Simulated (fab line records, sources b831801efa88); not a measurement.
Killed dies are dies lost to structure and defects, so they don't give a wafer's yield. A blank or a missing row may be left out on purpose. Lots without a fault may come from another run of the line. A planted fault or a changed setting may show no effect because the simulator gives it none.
Which tool did it? | flow sky130 | 24 lots, 72 wafers sampled, at 6 steps of a route of 708

WHAT THE GAUGES READ, wafer by wafer
SKY_LOCAL_INTERCONNECT_THK_MEAS_02: measures by xrf.
lot  | measured     | on            | LOCAL_INTERCONNECT_TIN_THK (nm)
L074 | day 26 22:29 | film_metro-04 | 99.3 99.3 99.9
L075 | day 26 23:04 | film_metro-03 | 99.9 101.3 101.7
L076 | day 26 23:26 | film_metro-04 | 99.9 99.8 99.9
L077 | day 27 01:18 | film_metro-04 | 100.8 100.7 100.6
L078 | day 27 16:46 | film_metro-02 | 101.3 100.0 101.3
L080 | day 28 01:58 | film_metro-02 | 99.4 101.1 100.8
L079 | day 28 04:26 | film_metro-02 | 98.1 99.9 99.8
L081 | day 28 16:46 | film_metro-04 | 100.3 101.4 100.7
L082 | day 29 01:55 | film_metro-03 | 99.2 97.5 97.4
L084 | day 29 04:26 | film_metro-02 | 100.9 100.9 100.6
L083 | day 29 05:15 | film_metro-02 | 100.7 101.1 100.6
L085 | day 29 14:20 | film_metro-03 | 101.5 99.8 101.3
L086 | day 29 21:36 | film_metro-02 | 100.2 99.6 99.5
L087 | day 30 05:20 | film_metro-03 | 99.6 100.3 99.2
L088 | day 30 07:54 | film_metro-02 | 99.4 99.6 100.2
L089 | day 30 20:05 | film_metro-02 | 100.1 100.5 99.7
L090 | day 31 09:43 | film_metro-03 | 99.2 99.8 100.8
L091 | day 31 16:05 | film_metro-04 | 99.3 99.1 98.7
L094 | day 39 13:23 | film_metro-03 | 98.2 97.0 98.5
L092 | day 39 17:34 | film_metro-03 | 99.3 98.9 97.7
L093 | day 39 19:19 | film_metro-04 | 99.5 100.5 100.1
L095 | day 39 19:57 | film_metro-04 | 98.5 99.5 99.6
L096 | day 39 20:58 | film_metro-04 | 100.8 99.7 100.5
L097 | day 39 22:59 | film_metro-03 | 99.6 99.6 99.5

SKY_CAP2M_THK_MEAS_01.
lot  | measured     | on            | CAP2M_CVD_00_THK (nm)
L074 | day 37 19:57 | film_metro-04 | 15.30 15.47 15.54
L075 | day 37 20:56 | film_metro-03 | 15.32 15.14 15.69
L076 | day 37 22:08 | film_metro-04 | 15.54 15.42 15.56
L077 | day 37 23:50 | film_metro-04 | 15.37 15.05 15.72
L078 | day 38 10:50 | film_metro-02 | 15.37 15.70 15.48
L080 | day 38 20:21 | film_metro-03 | 15.21 14.76 15.08
L079 | day 38 22:28 | film_metro-03 | 15.33 15.20 15.45
L081 | day 39 11:55 | film_metro-02 | 15.56 15.79 15.61
L082 | day 39 20:42 | film_metro-03 | 14.80 15.07 15.02
L084 | day 39 21:02 | film_metro-03 | 15.37 15.59 15.57
L083 | day 39 22:53 | film_metro-04 | 15.23 15.34 15.53
L085 | day 40 05:30 | film_metro-04 | 15.72 15.41 15.68
L086 | day 40 13:50 | film_metro-03 | 15.39 15.65 15.54
L087 | day 40 21:59 | film_metro-04 | 15.60 15.15 15.57
L088 | day 41 01:03 | film_metro-02 | 15.50 15.44 15.70
L089 | day 41 08:02 | film_metro-02 | 15.65 15.39 15.53
L090 | day 41 20:35 | film_metro-02 | 15.28 15.74 15.42
L091 | day 42 03:43 | film_metro-02 | 14.86 15.42 15.25
L094 | day 48 04:32 | film_metro-02 | 15.06 15.58 15.72
L092 | day 48 07:32 | film_metro-03 | 15.22 15.63 15.36
L093 | day 48 08:08 | film_metro-02 | 15.35 15.59 15.63
L095 | day 48 09:22 | film_metro-03 | 15.42 15.19 15.44
L096 | day 48 09:46 | film_metro-04 | 15.32 15.54 15.65
L097 | day 48 10:51 | film_metro-03 | 15.62 15.10 15.72

WHICH TOOL RAN EACH LOT (tool, then ch and the chambers of the sampled wafers, then the start)
lot  | SKY_CONTACT_STRIP_19                 | SKY_METAL2_STRIP_20                  | SKY_METAL3_METAL_ETCH_18          | SKY_VIA3_ETCH_14
L074 | plasma_asher-02 ch 0,1, day 29 08:55 | plasma_asher-01 ch 0,1, day 33 02:56 | rie_metal-04 ch 0,1, day 36 13:59 | rie_diel-03 ch 0,1,2, day 37 18:22
L075 | plasma_asher-02 ch 0, day 29 10:51   | plasma_asher-01 ch 0,1, day 33 03:36 | rie_metal-02 ch 0,1, day 36 15:20 | rie_diel-02 ch 0,1, day 37 19:22
L076 | plasma_asher-04 ch 0,1, day 29 11:37 | plasma_asher-04 ch 0,1, day 33 05:25 | rie_metal-04 ch 0,1, day 36 16:35 | rie_diel-01 ch 1,2, day 37 20:31
L077 | plasma_asher-02 ch 0,1, day 29 13:10 | plasma_asher-02 ch 0,1, day 33 06:51 | rie_metal-01 ch 0,1, day 36 17:50 | rie_diel-01 ch 0,1,2, day 37 22:17
L078 | plasma_asher-03 ch 0, day 30 03:11   | plasma_asher-02 ch 0,1, day 33 18:21 | rie_metal-01 ch 0, day 37 05:11   | rie_diel-02 ch 2,3, day 38 09:17
L080 | plasma_asher-04 ch 0,1, day 30 12:41 | plasma_asher-01 ch 0,1, day 34 03:42 | rie_metal-04 ch 0,1, day 37 15:13 | rie_diel-02 ch 1,3, day 38 18:49
L079 | plasma_asher-04 ch 0,1, day 30 14:41 | plasma_asher-04 ch 0,1, day 34 06:09 | rie_metal-01 ch 0,1, day 37 17:13 | rie_diel-03 ch 0,2,3, day 38 20:52
L081 | plasma_asher-04 ch 0,1, day 31 04:20 | plasma_asher-01 ch 0,1, day 34 18:33 | rie_metal-01 ch 1, day 38 06:27   | rie_diel-02 ch 0,1,2, day 39 10:22
L082 | plasma_asher-03 ch 0,1, day 31 14:32 | plasma_asher-02 ch 0,1, day 35 03:24 | rie_metal-04 ch 0,1, day 38 15:23 | rie_diel-03 ch 0,1,3, day 39 19:07
L084 | plasma_asher-03 ch 0,1, day 31 16:38 | plasma_asher-02 ch 0,1, day 35 05:56 | rie_metal-04 ch 0,1, day 38 16:25 | rie_diel-01 ch 2,3, day 39 19:28
L083 | plasma_asher-02 ch 0,1, day 31 17:17 | plasma_asher-02 ch 0,1, day 35 07:51 | rie_metal-02 ch 0,1, day 38 18:09 | rie_diel-01 ch 0,1,3, day 39 21:19
L085 | plasma_asher-03 ch 0,1, day 32 01:32 | plasma_asher-04 ch 0,1, day 35 13:51 | rie_metal-04 ch 0,1, day 38 23:58 | rie_diel-02 ch 0,1,2, day 40 03:28
L086 | plasma_asher-02 ch 0,1, day 32 10:02 | plasma_asher-01 ch 0,1, day 35 22:56 | rie_metal-04 ch 1, day 39 09:29   | rie_diel-03 ch 0,2,3, day 40 11:52
L087 | plasma_asher-03 ch 0,1, day 32 17:20 | plasma_asher-04 ch 0,1, day 36 07:00 | rie_metal-04 ch 0,1, day 39 17:47 | rie_diel-02 ch 1,2,3, day 40 20:23
L088 | plasma_asher-03 ch 0,1, day 32 19:23 | plasma_asher-01 ch 0,1, day 36 08:41 | rie_metal-01 ch 0, day 39 20:37   | rie_diel-02 ch 0,2, day 40 23:22
L089 | plasma_asher-03 ch 0,1, day 33 04:56 | plasma_asher-04 ch 0,1, day 36 17:38 | rie_metal-04 ch 0,1, day 40 03:58 | rie_diel-03 ch 0,1, day 41 06:08
L090 | plasma_asher-03 ch 0,1, day 33 17:38 | plasma_asher-01 ch 0,1, day 37 04:53 | rie_metal-01 ch 0,1, day 40 15:50 | rie_diel-03 ch 0,1,3, day 41 19:01
L091 | plasma_asher-02 ch 0,1, day 33 23:30 | plasma_asher-04 ch 0,1, day 37 13:09 | rie_metal-02 ch 0, day 40 23:23   | rie_diel-02 ch 0,3, day 42 02:10
L094 | plasma_asher-02 ch 0,1, day 41 17:06 | plasma_asher-01 ch 0,1, day 44 18:59 | rie_metal-02 ch 0,1, day 47 07:41 | rie_diel-02 ch 0,2,3, day 48 02:58
L092 | plasma_asher-02 ch 0,1, day 41 21:11 | plasma_asher-04 ch 0,1, day 44 22:11 | rie_metal-04 ch 1, day 47 10:28   | rie_diel-02 ch 0,2, day 48 05:40
L093 | plasma_asher-03 ch 0, day 41 23:53   | plasma_asher-02 ch 0,1, day 44 23:41 | rie_metal-01 ch 1, day 47 10:56   | rie_diel-01 ch 1,2, day 48 06:01
L095 | plasma_asher-02 ch 0,1, day 42 01:00 | plasma_asher-01 ch 0,1, day 45 01:08 | rie_metal-01 ch 1, day 47 12:33   | rie_diel-03 ch 0,1, day 48 07:40
L096 | plasma_asher-03 ch 0,1, day 42 01:21 | plasma_asher-02 ch 0,1, day 45 02:09 | rie_metal-04 ch 1, day 47 13:11   | rie_diel-01 ch 0,1,2, day 48 08:11
L097 | plasma_asher-03 ch 0,1, day 42 03:09 | plasma_asher-04 ch 0,1, day 45 02:51 | rie_metal-02 ch 0,1, day 47 14:28 | rie_diel-02 ch 0,1,3, day 48 09:07
- SKY_CONTACT_STRIP_19: strips in O2/N2.
- SKY_METAL2_STRIP_20: strips in O2/N2.
- SKY_METAL3_METAL_ETCH_18: etches the open film in Cl2/BCl3, stops on SiO2, target depth 845 nm, time 183.1 s.
- SKY_VIA3_ETCH_14: etches BARC in N2/H2, stops on SiO2, time 45.9 s, target depth 60 nm.

WHAT THE TOOLS THEMSELVES READ (means of the sampled wafers that have a number; where no wafer has one, the mark that the record gives instead)
SKY_CONTACT_STRIP_19.
lot  | tool            | chamber_pressure_mTorr (mTorr) | drypump_motor_current_A (A) | oes_product_au (a.u.) | strip_time_to_endpoint_s (s)
L074 | plasma_asher-02 | 1499.4                         | 5.96                        | 0.380                 | 3.62
L075 | plasma_asher-02 | 1499.5                         | 5.97                        | 0.381                 | 3.61
L076 | plasma_asher-04 | 1498.9                         | 5.78                        | 0.383                 | 3.63
L077 | plasma_asher-02 | 1501.0                         | 5.97                        | 0.383                 | 3.66
L078 | plasma_asher-03 | 1500.0                         | 5.85                        | 0.385                 | 3.63
L080 | plasma_asher-04 | 1499.5                         | 5.67                        | 0.380                 | 3.63
L079 | plasma_asher-04 | 1499.3                         | 5.66                        | 0.382                 | 3.64
L081 | plasma_asher-04 | 1499.6                         | 5.66                        | 0.380                 | 3.67
L082 | plasma_asher-03 | 1499.4                         | 5.93                        | 0.380                 | 3.65
L084 | plasma_asher-03 | 1499.5                         | 5.93                        | 0.382                 | 3.69
L083 | plasma_asher-02 | 1500.2                         | 5.95                        | 0.386                 | 3.63
L085 | plasma_asher-03 | 1499.7                         | 5.93                        | 0.380                 | 3.65
L086 | plasma_asher-02 | 1500.3                         | 5.97                        | 0.380                 | 3.65
L087 | plasma_asher-03 | 1499.6                         | 5.93                        | 0.380                 | 3.64
L088 | plasma_asher-03 | 1500.8                         | 5.95                        | 0.378                 | 3.62
L089 | plasma_asher-03 | 1500.8                         | 6.06                        | 0.379                 | 3.63
L090 | plasma_asher-03 | 1499.0                         | 6.05                        | 0.381                 | 3.68
L091 | plasma_asher-02 | 1497.2                         | 5.97                        | 0.384                 | 3.59
L094 | plasma_asher-02 | 1499.9                         | 5.95                        | 0.385                 | 3.64
L092 | plasma_asher-02 | 1498.3                         | 5.96                        | 0.381                 | 3.60
L093 | plasma_asher-03 | 1500.1                         | 5.83                        | 0.378                 | 3.62
L095 | plasma_asher-02 | 1499.6                         | 5.96                        | 0.382                 | 3.62
L096 | plasma_asher-03 | 1499.4                         | 6.05                        | 0.382                 | 3.60
L097 | plasma_asher-03 | 1500.9                         | 6.06                        | 0.384                 | 3.65

SKY_METAL2_STRIP_20.
lot  | tool            | chamber_pressure_mTorr (mTorr) | drypump_motor_current_A (A) | oes_product_au (a.u.) | strip_time_to_endpoint_s (s)
L074 | plasma_asher-01 | 1500.9                         | 5.73                        | 0.345                 | 2.72
L075 | plasma_asher-01 | 1500.0                         | 5.50                        | 0.343                 | 2.76
L076 | plasma_asher-04 | 1499.5                         | 5.75                        | 0.342                 | 2.63
L077 | plasma_asher-02 | 1499.7                         | 5.97                        | 0.343                 | 2.72
L078 | plasma_asher-02 | 1499.3                         | 5.96                        | 0.339                 | 2.74
L080 | plasma_asher-01 | 1499.8                         | 5.78                        | 0.346                 | 2.72
L079 | plasma_asher-04 | 1500.9                         | 5.77                        | 0.347                 | 2.79
L081 | plasma_asher-01 | 1500.4                         | 5.54                        | 0.341                 | 2.74
L082 | plasma_asher-02 | 1500.0                         | 5.96                        | 0.343                 | 2.73
L084 | plasma_asher-02 | 1500.8                         | 5.98                        | 0.344                 | 2.72
L083 | plasma_asher-02 | 1500.6                         | 5.97                        | 0.343                 | 2.80
L085 | plasma_asher-04 | 1499.9                         | 5.68                        | 0.344                 | 2.72
L086 | plasma_asher-01 | 1500.3                         | 5.53                        | 0.340                 | 2.69
L087 | plasma_asher-04 | 1499.8                         | 5.68                        | 0.345                 | 2.75
L088 | plasma_asher-01 | 1500.7                         | 5.79                        | 0.338                 | 2.71
L089 | plasma_asher-04 | 1499.8                         | 5.77                        | 0.345                 | 2.77
L090 | plasma_asher-01 | 1500.2                         | 5.52                        | 0.345                 | 2.74
L091 | plasma_asher-04 | 1498.8                         | 5.67                        | 0.338                 | 2.65
L094 | plasma_asher-01 | 1500.8                         | 5.77                        | 0.342                 | 2.75
L092 | plasma_asher-04 | 1500.4                         | 5.67                        | 0.342                 | 2.66
L093 | plasma_asher-02 | 1500.9                         | 5.98                        | 0.346                 | 2.73
L095 | plasma_asher-01 | 1500.2                         | 5.53                        | 0.345                 | 2.73
L096 | plasma_asher-02 | 1501.3                         | 5.95                        | 0.344                 | 2.66
L097 | plasma_asher-04 | 1500.4                         | 5.77                        | 0.350                 | 2.73

SKY_METAL3_METAL_ETCH_18.
lot  | tool         | chamber_pressure_mTorr (mTorr) | drypump_motor_current_A (A) | oes_product_au (a.u.) | throttle_valve_pct (%)
L074 | rie_metal-04 | 10.007                         | 5.9                         | 0.868                 | 22.263
L075 | rie_metal-02 | 10.004                         | 6.2                         | 0.857                 | 22.265
L076 | rie_metal-04 | 10.005                         | 5.9                         | 0.861                 | 22.255
L077 | rie_metal-01 | 9.991                          | 5.4                         | 0.863                 | 22.268
L078 | rie_metal-01 | 10.008                         | 5.7                         | 0.865                 | 22.265
L080 | rie_metal-04 | 10.002                         | 5.9                         | 0.867                 | 22.262
L079 | rie_metal-01 | 9.998                          | 5.4                         | 0.870                 | 22.260
L081 | rie_metal-01 | 9.999                          | 5.3                         | 0.865                 | 22.260
L082 | rie_metal-04 | 9.991                          | 6.2                         | 0.862                 | 22.268
L084 | rie_metal-04 | 9.993                          | 6.2                         | 0.854                 | 22.268
L083 | rie_metal-02 | 10.004                         | 6.4                         | 0.862                 | 22.265
L085 | rie_metal-04 | 10.007                         | 5.9                         | 0.863                 | 22.255
L086 | rie_metal-04 | 9.992                          | 5.7                         | 0.866                 | 22.265
L087 | rie_metal-04 | 9.996                          | 5.9                         | 0.866                 | 22.266
L088 | rie_metal-01 | 10.005                         | 5.7                         | 0.861                 | 22.269
L089 | rie_metal-04 | 10.006                         | 5.9                         | 0.870                 | 22.262
L090 | rie_metal-01 | 10.005                         | 5.6                         | 0.860                 | 22.265
L091 | rie_metal-02 | 9.998                          | 6.5                         | 0.864                 | 22.265
L094 | rie_metal-02 | 10.000                         | 6.3                         | 0.860                 | 22.264
L092 | rie_metal-04 | 10.001                         | 5.7                         | 0.867                 | 22.270
L093 | rie_metal-01 | 10.000                         | 5.3                         | 0.870                 | 22.261
L095 | rie_metal-01 | 9.999                          | 5.3                         | 0.864                 | 22.261
L096 | rie_metal-04 | 10.004                         | 5.6                         | 0.859                 | 22.265
L097 | rie_metal-02 | 10.000                         | 6.4                         | 0.862                 | 22.260

SKY_VIA3_ETCH_14.
lot  | tool        | chamber_pressure_mTorr (mTorr) | drypump_motor_current_A (A) | oes_product_au (a.u.) | throttle_valve_pct (%)
L074 | rie_diel-03 | 30.009                         | 5.0                         | 0.859                 | 13.223
L075 | rie_diel-02 | 29.982                         | 5.7                         | 0.855                 | 13.218
L076 | rie_diel-01 | 30.011                         | 6.3                         | 0.856                 | 13.225
L077 | rie_diel-01 | 29.998                         | 6.0                         | 0.852                 | 13.218
L078 | rie_diel-02 | 29.973                         | 6.6                         | 0.855                 | 13.225
L080 | rie_diel-02 | 29.993                         | 5.7                         | 0.855                 | 13.238
L079 | rie_diel-03 | 29.994                         | 5.2                         | 0.854                 | 13.226
L081 | rie_diel-02 | 30.013                         | 6.1                         | 0.855                 | 13.221
L082 | rie_diel-03 | 30.008                         | 5.4                         | 0.855                 | 13.222
L084 | rie_diel-01 | 30.001                         | 5.9                         | 0.856                 | 13.223
L083 | rie_diel-01 | 29.995                         | 5.4                         | 0.857                 | 13.218
L085 | rie_diel-02 | 29.991                         | 6.1                         | 0.853                 | 13.224
L086 | rie_diel-03 | 30.005                         | 5.2                         | 0.854                 | 13.225
L087 | rie_diel-02 | 30.026                         | 6.1                         | 0.857                 | 13.223
L088 | rie_diel-02 | 30.005                         | 6.6                         | 0.861                 | 13.226
L089 | rie_diel-03 | 30.016                         | 5.2                         | 0.860                 | 13.222
L090 | rie_diel-03 | 29.990                         | 5.4                         | 0.858                 | 13.235
L091 | rie_diel-02 | 30.008                         | 6.7                         | 0.855                 | 13.222
L094 | rie_diel-02 | 29.995                         | 6.7                         | 0.854                 | 13.229
L092 | rie_diel-02 | 29.982                         | 6.6                         | 0.854                 | 13.224
L093 | rie_diel-01 | 29.987                         | 6.4                         | 0.854                 | 13.230
L095 | rie_diel-03 | 30.004                         | 5.0                         | 0.858                 | 13.218
L096 | rie_diel-01 | 29.985                         | 6.0                         | 0.862                 | 13.221
L097 | rie_diel-02 | 29.978                         | 6.2                         | 0.855                 | 13.232

THE ANSWER, worked out from the rows above alone
Rule: what is usual is taken from the lots themselves. Put in order of their means at a reading, lots are off if they are a third of the lots or fewer, leave a main group of 4 or more, and stand apart from it by a gap of 3 or more times the standard deviation of the main group's means; of several such gaps the widest counts. A main group whose means are all the same, to the digits that the tables above print for the reading, isn't used. A lot without any number at a reading at which 4 lots or more have one is off too. The other lots that the step has rows for count as sound. The gauges are gone through in route order, then the tools' own readings, and for those a lot's mean is taken as printed above. The first step at which some lot is off is used, and at that step the reading that is off furthest; a lot without a number counts as furthest.
No lot is off at any reading shown: from this, nothing can be told.

WHAT THE SIMULATOR HAD PUT IN
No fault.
